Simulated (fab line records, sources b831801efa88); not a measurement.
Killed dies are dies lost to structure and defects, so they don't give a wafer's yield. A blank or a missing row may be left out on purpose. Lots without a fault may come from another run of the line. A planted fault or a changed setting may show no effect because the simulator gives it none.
Split-lot experiment | flow sky130 | 5 lots, 23 wafers read, on a route of 708 steps

THE SPLIT
At SKY_VT_ADJUST_HVTR_COAT_02 (resist thk 1140 nm), the setting spin_rpm was moved away from the recipe's 3000 rpm on 10 of the 23 wafers read, by -7.2% to +2.6%. The other wafers ran this setting at the recipe's value.

The reading is taken at the split's own step.

THE READING
NOVOLAK_of_VT_ADJUST_HVTR_COAT_02.thk_nm (the simulator's own value, which no gauge read), in nm, at SKY_VT_ADJUST_HVTR_COAT_02 (resist thk 1140 nm). The file gives no usual value for it. The 13 wafers here that ran the recipe average 1142 nm, standard deviation 2.3 nm.

wafer  | tool, chamber at the split | spin_rpm as run, rpm | against the recipe | NOVOLAK_of_VT_ADJUST_HVTR_COAT_02.thk_nm, nm | against lot-mates on the recipe
L074.1 | litho_track-04, 0          | 3000                 | recipe             | 1142                                         | -
L074.4 | litho_track-04, 0          | 3000                 | recipe             | 1141                                         | -
L074.5 | litho_track-04, 0          | 3000                 | recipe             | 1140                                         | -
L077.1 | litho_track-02, 0          | 3000                 | recipe             | 1146                                         | -
L077.2 | litho_track-02, 0          | 3079                 | +2.6%              | 1132                                         | -13
L077.3 | litho_track-02, 0          | 3000                 | recipe             | 1144                                         | -
L077.4 | litho_track-02, 0          | 3079                 | +2.6%              | 1133                                         | -12
L077.6 | litho_track-02, 0          | 3079                 | +2.6%              | 1134                                         | -11
L078.1 | litho_track-02, 0          | 3000                 | recipe             | 1142                                         | -
L078.2 | litho_track-02, 0          | 3000                 | recipe             | 1140                                         | -
L078.3 | litho_track-02, 0          | 2783                 | -7.2%              | 1184                                         | +44
L078.4 | litho_track-02, 0          | 3000                 | recipe             | 1139                                         | -
L078.5 | litho_track-02, 0          | 2783                 | -7.2%              | 1182                                         | +42
L082.1 | litho_track-01, 0          | 3000                 | recipe             | 1144                                         | -
L082.5 | litho_track-01, 0          | 3000                 | recipe             | 1144                                         | -
L082.2 | litho_track-01, 0          | 2858                 | -4.7%              | 1170                                         | +26
L082.4 | litho_track-01, 0          | 2858                 | -4.7%              | 1170                                         | +26
L082.3 | litho_track-01, 0          | 2858                 | -4.7%              | 1167                                         | +23
L083.1 | litho_track-04, 0          | 3000                 | recipe             | 1143                                         | -
L083.2 | litho_track-04, 0          | 2912                 | -2.9%              | 1159                                         | +17
L083.4 | litho_track-04, 0          | 2912                 | -2.9%              | 1160                                         | +18
L083.5 | litho_track-04, 0          | 3000                 | recipe             | 1138                                         | -
L083.6 | litho_track-04, 0          | 3000                 | recipe             | 1145                                         | -

THE FIT
A straight line over all 23 wafers: NOVOLAK_of_VT_ADJUST_HVTR_COAT_02.thk_nm changes by -5.31 nm for each +1% of spin_rpm; r = -0.99; the points scatter about the line by 2.6 nm.
The same after taking each lot's own level away (the mean of its wafers on the recipe; 23 wafers): -5.5 nm for each +1%; r = -0.99; scatter 2 nm.
On that fit, the largest move of spin_rpm shifts the reading by 40 nm.
The lots' own levels span 1140.3 to 1145.0 nm, that is 2.0 times the standard deviation above.
So the lot-to-lot level changes the slope little: the two slopes agree.
Check: with one of the wafers moved furthest among these (-7.2%) left out of the fit, the line predicts +39.3 nm for it against its lot-mates. It came out at +43.7 nm against them.

OTHER SPLITS ON THESE WAFERS
These wafers also went through other splits before the reading. Each is held against what the fit with the lots' levels taken away leaves over:
other split on the same wafers        | wafers away from the commonest value | r with NOVOLAK_of_VT_ADJUST_HVTR_COAT_02.thk_nm (lot level and that fit taken away)
SKY_VT_ADJUST_NCORE_EXPOSE_04 dose_mj | 8                                    | -0.10

THE WHOLE CHAIN: every reading that the file lists as answering this split, in the file's order
step                        | what it does       | reading                                                                                   | change (the file's fit)              | r (the file's)
SKY_VT_ADJUST_HVTR_COAT_02  | resist thk 1140 nm | NOVOLAK_of_VT_ADJUST_HVTR_COAT_02.thk_nm (the simulator's own value, which no gauge read) | -5.65 nm for each +1% of the setting | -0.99
SKY_VT_ADJUST_HVTR_STRIP_10 | strips in O2/N2    | strip_time_to_endpoint_s                                                                  | withheld for each +1% of the setting | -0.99

THE FILE'S OWN FIT
NOVOLAK_of_VT_ADJUST_HVTR_COAT_02.thk_nm changes by -5.65 nm for each +1% of spin_rpm, r = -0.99.
